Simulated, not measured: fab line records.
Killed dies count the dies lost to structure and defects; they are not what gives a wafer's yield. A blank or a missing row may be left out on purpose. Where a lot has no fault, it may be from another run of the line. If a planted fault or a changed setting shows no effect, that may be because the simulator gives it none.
Which tool was responsible? / flow gf180mcu / 13 lots with 39 wafers sampled at 5 steps, on a route of 602 steps

## WHAT THE GAUGES SHOWED, per wafer
GF_STI_THK_MEAS_22. Usual: STI_OXIDATION_01_THK gives 15.00 nm (standard deviation 0.21).
lot=L268; measured=day 2 18:57; on=film_metro-01; STI_OXIDATION_01_THK (nm)=14.94 15.06 15.07; flag=
lot=L269; measured=day 3 00:20; on=film_metro-01; STI_OXIDATION_01_THK (nm)=15.27 14.86 14.97; flag=
lot=L270; measured=day 3 04:02; on=film_metro-01; STI_OXIDATION_01_THK (nm)=14.84 14.94 15.04; flag=
lot=L272; measured=day 3 15:53; on=film_metro-01; STI_OXIDATION_01_THK (nm)=15.17 15.35 15.44; flag=
lot=L274; measured=day 4 02:57; on=film_metro-03; STI_OXIDATION_01_THK (nm)=15.42 15.11 15.27; flag=
lot=L275; measured=day 4 06:32; on=film_metro-01; STI_OXIDATION_01_THK (nm)=15.23 15.32 15.30; flag=
lot=L278; measured=day 4 21:58; on=film_metro-03; STI_OXIDATION_01_THK (nm)=14.88 14.73 14.55; flag=
lot=L282; measured=day 5 18:42; on=film_metro-01; STI_OXIDATION_01_THK (nm)=14.87 15.02 15.10; flag=
lot=L283; measured=day 6 00:26; on=film_metro-01; STI_OXIDATION_01_THK (nm)=14.95 14.99 14.80; flag=
lot=L285; measured=day 6 11:23; on=film_metro-01; STI_OXIDATION_01_THK (nm)=15.24 15.02 15.06; flag=
lot=L286; measured=day 6 20:09; on=film_metro-02; STI_OXIDATION_01_THK (nm)=15.08 14.93 15.02; flag=
lot=L287; measured=day 7 01:37; on=film_metro-01; STI_OXIDATION_01_THK (nm)=14.89 14.69 14.78; flag=
lot=L288; measured=day 7 05:23; on=film_metro-02; STI_OXIDATION_01_THK (nm)=14.96 14.95 14.77; flag=

GF_STI_THK_MEAS_24. Usual: STI_CVD_23_THK gives 646 nm (standard deviation 7.1).
lot=L268; measured=day 2 19:05; on=film_metro-02; STI_CVD_23_THK (nm)=648 642 646; flag=
lot=L269; measured=day 3 00:28; on=film_metro-03; STI_CVD_23_THK (nm)=647 643 650; flag=
lot=L270; measured=day 3 04:11; on=film_metro-02; STI_CVD_23_THK (nm)=642 644 645; flag=
lot=L272; measured=day 3 16:02; on=film_metro-01; STI_CVD_23_THK (nm)=655 654 643; flag=
lot=L274; measured=day 4 03:06; on=film_metro-01; STI_CVD_23_THK (nm)=638 628 647; flag=
lot=L275; measured=day 4 06:40; on=film_metro-02; STI_CVD_23_THK (nm)=654 652 651; flag=
lot=L278; measured=day 4 22:05; on=film_metro-02; STI_CVD_23_THK (nm)=648 640 635; flag=
lot=L282; measured=day 5 18:50; on=film_metro-02; STI_CVD_23_THK (nm)=642 652 645; flag=
lot=L283; measured=day 6 00:34; on=film_metro-03; STI_CVD_23_THK (nm)=639 642 640; flag=
lot=L285; measured=day 6 11:31; on=film_metro-02; STI_CVD_23_THK (nm)=651 642 650; flag=
lot=L286; measured=day 6 20:17; on=film_metro-03; STI_CVD_23_THK (nm)=644 640 640; flag=
lot=L287; measured=day 7 01:44; on=film_metro-02; STI_CVD_23_THK (nm)=642 645 651; flag=
lot=L288; measured=day 7 05:31; on=film_metro-03; STI_CVD_23_THK (nm)=645 643 632; flag=

GF_MVSD_OVL_MEAS_07. Usual: MVSD_OVL gives 0.2 nm (standard deviation 1.2).
lot=L268; measured=day 5 05:05; on=overlay-01; MVSD_OVL (nm)=0.2 1.1 0.7; flag=
lot=L269; measured=day 5 10:18; on=overlay-01; MVSD_OVL (nm)=0.5 0.7 1.4; flag=
lot=L270; measured=day 5 14:26; on=overlay-02; MVSD_OVL (nm)=-1.2 -1.5 -1.5; flag=
lot=L272; measured=day 6 02:45; on=overlay-01; MVSD_OVL (nm)=0.5 -0.5 -0.5; flag=
lot=L274; measured=day 6 14:56; on=overlay-02; MVSD_OVL (nm)=0.2 -0.1 -0.5; flag=
lot=L275; measured=day 6 22:54; on=overlay-01; MVSD_OVL (nm)=0.2 -0.9 0.2; flag=
lot=L278; measured=day 7 11:57; on=overlay-01; MVSD_OVL (nm)=0.4 1.9 -0.5; flag=
lot=L282; measured=day 8 10:39; on=overlay-01; MVSD_OVL (nm)=0.8 2.2 1.3; flag=
lot=L283; measured=day 8 18:23; on=overlay-01; MVSD_OVL (nm)=1.4 1.6 1.0; flag=
lot=L285; measured=day 9 08:36; on=overlay-01; MVSD_OVL (nm)=-0.4 -0.4 -0.8; flag=
lot=L286; measured=day 9 18:56; on=overlay-01; MVSD_OVL (nm)=-1.2 0.4 0.4; flag=
lot=L287; measured=day 10 01:36; on=overlay-01; MVSD_OVL (nm)=0.7 2.9 1.6; flag=
lot=L288; measured=day 10 07:56; on=overlay-01; MVSD_OVL (nm)=-0.8 1.9 -0.3; flag=

## WHICH TOOL RAN EACH LOT (tool, then ch and the chambers of the sampled wafers, then the start)
lot=L268; GF_STI_ETCH_13=rie_diel-03 ch 0,3, day 2 16:54; GF_STI_STRIP_15=plasma_asher-03 ch 0,1, day 2 17:05
lot=L269; GF_STI_ETCH_13=rie_diel-03 ch 0,3, day 2 22:36; GF_STI_STRIP_15=plasma_asher-03 ch 0,1, day 2 22:46
lot=L270; GF_STI_ETCH_13=rie_diel-03 ch 0,3, day 3 02:18; GF_STI_STRIP_15=plasma_asher-01 ch 0,1, day 3 02:27
lot=L272; GF_STI_ETCH_13=rie_diel-03 ch 0,2, day 3 14:09; GF_STI_STRIP_15=plasma_asher-01 ch 0,1, day 3 14:18
lot=L274; GF_STI_ETCH_13=rie_diel-04 ch 0,1,3, day 4 00:42; GF_STI_STRIP_15=plasma_asher-02 ch 0,1, day 4 00:53
lot=L275; GF_STI_ETCH_13=rie_diel-01 ch 1,2, day 4 04:45; GF_STI_STRIP_15=plasma_asher-02 ch 0,1, day 4 04:56
lot=L278; GF_STI_ETCH_13=rie_diel-03 ch 0,1,3, day 4 20:12; GF_STI_STRIP_15=plasma_asher-01 ch 1, day 4 20:21
lot=L282; GF_STI_ETCH_13=rie_diel-03 ch 1,2, day 5 16:58; GF_STI_STRIP_15=plasma_asher-03 ch 0,1, day 5 17:07
lot=L283; GF_STI_ETCH_13=rie_diel-01 ch 0,3, day 5 22:12; GF_STI_STRIP_15=plasma_asher-02 ch 0,1, day 5 22:21
lot=L285; GF_STI_ETCH_13=rie_diel-03 ch 1,2,3, day 6 08:21; GF_STI_STRIP_15=plasma_asher-02 ch 0,1, day 6 08:30
lot=L286; GF_STI_ETCH_13=rie_diel-04 ch 0,2, day 6 18:24; GF_STI_STRIP_15=plasma_asher-01 ch 0,1, day 6 18:35
lot=L287; GF_STI_ETCH_13=rie_diel-01 ch 0,1,2, day 6 23:52; GF_STI_STRIP_15=plasma_asher-03 ch 0,1, day 7 00:01
lot=L288; GF_STI_ETCH_13=rie_diel-04 ch 2,3, day 7 03:30; GF_STI_STRIP_15=plasma_asher-02 ch 0,1, day 7 03:39
- GF_STI_ETCH_13: etches the open film in CHF3/O2, stops on Si, target depth 282.31 nm, time 112.9 s.
- GF_STI_STRIP_15: strips in O2/N2.

## WHAT THE TOOLS THEMSELVES READ (means of the sampled wafers that have a number; where no wafer has one, the mark that the record gives instead)
GF_STI_ETCH_13. Usual: drypump_motor_current_A 5.7 A, standard deviation 0.53; oes_product_au 0.836 a.u., standard deviation 0.005; throttle_valve_pct 8.810 %, standard deviation 0.0086.
lot=L268; tool=rie_diel-03; drypump_motor_current_A (A)=5.4; oes_product_au (a.u.)=0.839; throttle_valve_pct (%)=8.807; flag=
lot=L269; tool=rie_diel-03; drypump_motor_current_A (A)=5.0; oes_product_au (a.u.)=0.836; throttle_valve_pct (%)=8.806; flag=
lot=L270; tool=rie_diel-03; drypump_motor_current_A (A)=5.0; oes_product_au (a.u.)=0.839; throttle_valve_pct (%)=8.819; flag=
lot=L272; tool=rie_diel-03; drypump_motor_current_A (A)=5.8; oes_product_au (a.u.)=0.840; throttle_valve_pct (%)=8.818; flag=
lot=L274; tool=rie_diel-04; drypump_motor_current_A (A)=5.9; oes_product_au (a.u.)=0.836; throttle_valve_pct (%)=8.809; flag=
lot=L275; tool=rie_diel-01; drypump_motor_current_A (A)=5.3; oes_product_au (a.u.)=0.835; throttle_valve_pct (%)=8.804; flag=
lot=L278; tool=rie_diel-03; drypump_motor_current_A (A)=5.5; oes_product_au (a.u.)=0.835; throttle_valve_pct (%)=8.804; flag=
lot=L282; tool=rie_diel-03; drypump_motor_current_A (A)=6.1; oes_product_au (a.u.)=0.837; throttle_valve_pct (%)=8.803; flag=
lot=L283; tool=rie_diel-01; drypump_motor_current_A (A)=5.6; oes_product_au (a.u.)=0.836; throttle_valve_pct (%)=8.809; flag=
lot=L285; tool=rie_diel-03; drypump_motor_current_A (A)=5.5; oes_product_au (a.u.)=0.832; throttle_valve_pct (%)=8.804; flag=
lot=L286; tool=rie_diel-04; drypump_motor_current_A (A)=5.9; oes_product_au (a.u.)=0.828; throttle_valve_pct (%)=8.810; flag=
lot=L287; tool=rie_diel-01; drypump_motor_current_A (A)=5.6; oes_product_au (a.u.)=0.841; throttle_valve_pct (%)=8.815; flag=
lot=L288; tool=rie_diel-04; drypump_motor_current_A (A)=5.7; oes_product_au (a.u.)=0.832; throttle_valve_pct (%)=8.815; flag=

GF_STI_STRIP_15. Usual: drypump_motor_current_A 5.6 A, standard deviation 0.38; heater_power_w 323 W, standard deviation 31; oes_product_au 0.383 a.u., standard deviation 0.0047; strip_time_to_endpoint_s 3.71 s, standard deviation 0.055.
lot=L268; tool=plasma_asher-03; drypump_motor_current_A (A)=6.0; heater_power_w (W)=290; oes_product_au (a.u.)=0.384; strip_time_to_endpoint_s (s)=3.75; flag=
lot=L269; tool=plasma_asher-03; drypump_motor_current_A (A)=6.0; heater_power_w (W)=288; oes_product_au (a.u.)=0.381; strip_time_to_endpoint_s (s)=3.69; flag=
lot=L270; tool=plasma_asher-01; drypump_motor_current_A (A)=5.8; heater_power_w (W)=333; oes_product_au (a.u.)=0.387; strip_time_to_endpoint_s (s)=3.78; flag=
lot=L272; tool=plasma_asher-01; drypump_motor_current_A (A)=5.8; heater_power_w (W)=334; oes_product_au (a.u.)=0.380; strip_time_to_endpoint_s (s)=3.66; flag=
lot=L274; tool=plasma_asher-02; drypump_motor_current_A (A)=5.2; heater_power_w (W)=331; oes_product_au (a.u.)=0.383; strip_time_to_endpoint_s (s)=3.72; flag=
lot=L275; tool=plasma_asher-02; drypump_motor_current_A (A)=5.1; heater_power_w (W)=348; oes_product_au (a.u.)=0.387; strip_time_to_endpoint_s (s)=3.73; flag=
lot=L278; tool=plasma_asher-01; drypump_motor_current_A (A)=5.9; heater_power_w (W)=324; oes_product_au (a.u.)=0.382; strip_time_to_endpoint_s (s)=3.71; flag=
lot=L282; tool=plasma_asher-03; drypump_motor_current_A (A)=6.0; heater_power_w (W)=291; oes_product_au (a.u.)=0.363; strip_time_to_endpoint_s (s)=3.15; flag=OFF
lot=L283; tool=plasma_asher-02; drypump_motor_current_A (A)=5.2; heater_power_w (W)=329; oes_product_au (a.u.)=0.386; strip_time_to_endpoint_s (s)=3.69; flag=
lot=L285; tool=plasma_asher-02; drypump_motor_current_A (A)=5.2; heater_power_w (W)=333; oes_product_au (a.u.)=0.357; strip_time_to_endpoint_s (s)=3.11; flag=OFF
lot=L286; tool=plasma_asher-01; drypump_motor_current_A (A)=5.8; heater_power_w (W)=334; oes_product_au (a.u.)=0.389; strip_time_to_endpoint_s (s)=3.74; flag=
lot=L287; tool=plasma_asher-03; drypump_motor_current_A (A)=6.0; heater_power_w (W)=285; oes_product_au (a.u.)=0.382; strip_time_to_endpoint_s (s)=3.75; flag=
lot=L288; tool=plasma_asher-02; drypump_motor_current_A (A)=5.2; heater_power_w (W)=331; oes_product_au (a.u.)=0.383; strip_time_to_endpoint_s (s)=3.75; flag=

## THE ANSWER, worked out from the rows above alone
Rule: take the mean of a lot's wafers that have a number; if it is more than 3 standard deviations from the usual mean, the lot is off. A lot without any number at a reading at which 4 lots or more have one is off too. Where the step has rows for the other lots, those lots are counted as sound. Order of review: gauges by route order, followed by the tools' own readings, for which a lot's mean as printed above is used. The first step at which some lot is off is used, and at that step the reading that is off furthest; a lot without a number counts as furthest.
Off, at GF_STI_STRIP_15 on strip_time_to_endpoint_s: L282, L285.
A tool fits if, at that step or a process step before it, it ran every lot that is off, and no sound lot after the first of them. One candidate fits, namely rie_diel-03 at GF_STI_ETCH_13. Its last sound lot is L278 (day 4 20:12), its first lot that is off L282 (day 5 16:58): a fault that began between those two fits.

## WHAT THE SIMULATOR PUT IN
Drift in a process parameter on rie_diel-03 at GF_STI_ETCH_13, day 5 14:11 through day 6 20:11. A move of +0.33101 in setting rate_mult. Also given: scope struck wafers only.
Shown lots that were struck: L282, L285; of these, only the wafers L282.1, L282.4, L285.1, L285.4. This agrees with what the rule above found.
